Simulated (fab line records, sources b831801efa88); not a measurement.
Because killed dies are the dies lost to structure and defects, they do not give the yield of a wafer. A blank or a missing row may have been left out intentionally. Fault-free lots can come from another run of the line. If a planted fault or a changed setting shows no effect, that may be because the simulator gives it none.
Matching of chambers	flow sky130	4 sister chambers for SKY_VIA2_ETCH_14 on rie_diel-03
The step etches BARC in N2/H2, stops on SiO2, time 45.9 s, target depth 60 nm. 18 wafers are shown with their chamber, then 9 later ones without.

WAFERS WITH THEIR CHAMBER
wafer	chamber	drypump_motor_current_A (A)	throttle_valve_pct (%)	oes_product_au (a.u.)
L075.1	3	5.7	13.210	0.844
L075.3	1	6.7	13.226	0.856
L075.5	1	6.7	13.226	0.852
L077.1	1	6.7	13.213	0.854
L077.4	2	6.2	13.227	0.855
L077.6	0	6.1	13.214	0.859
L082.2	0	6.1	13.216	0.849
L082.3	2	6.2	13.239	0.842
L082.4	2	6.2	13.221	0.857
L086.2	3	5.8	13.225	0.853
L086.3	0	6.1	13.213	0.848
L086.5	2	6.2	13.236	0.850
L088.3	0	6.1	13.232	0.860
L088.5	1	6.7	13.229	0.852
L088.6	2	6.2	13.218	0.854
L091.3	1	6.7	13.217	0.854
L091.5	1	6.7	13.225	0.852
L091.6	2	6.2	13.225	0.847

SIGNATURES, as means of the wafers listed above
reading	chamber 0	chamber 1	chamber 2	chamber 3	scatter within a chamber
drypump_motor_current_A	6.100	6.700	6.200	5.750	0.0189
throttle_valve_pct	13.21875	13.22267	13.22767	13.21750	0.00796
oes_product_au	0.85400	0.85333	0.85083	0.84850	0.00489
Rule: a wafer lies at a distance from a chamber equal to the root of the sum of squares, over the readings, of (its reading less the chamber's mean, divided by the reading's scatter). The wafer belongs to the nearest chamber; if the next one is less than 2 further off, it can't be placed. The scatter: the root of (the sum of the squares of (reading less its chamber's mean) over the shown wafers, divided by (wafers less chambers)).

WAFERS WITHOUT THEIR CHAMBER
wafer	drypump_motor_current_A (A)	throttle_valve_pct (%)	oes_product_au (a.u.)
L092.2	6.7	13.226	0.859
L092.3	6.2	13.216	0.858
L092.6	6.7	13.223	0.859
L093.2	6.1	13.228	0.862
L093.4	6.2	13.214	0.856
L093.6	6.1	13.234	0.855
L097.2	6.1	13.216	0.859
L097.5	6.1	13.219	0.852
L097.6	6.7	13.238	0.862

THE CHAMBER EACH PASSED THROUGH
wafer	from the rows above	in truth
L092.2	1	1
L092.3	2	2
L092.6	1	1
L093.2	0	0
L093.4	2	2
L093.6	0	0
L097.2	0	0
L097.5	0	0
L097.6	1	1
Placed correctly: 9 of 9. Left unplaced by these rows: 0. Placed wrongly: 0.
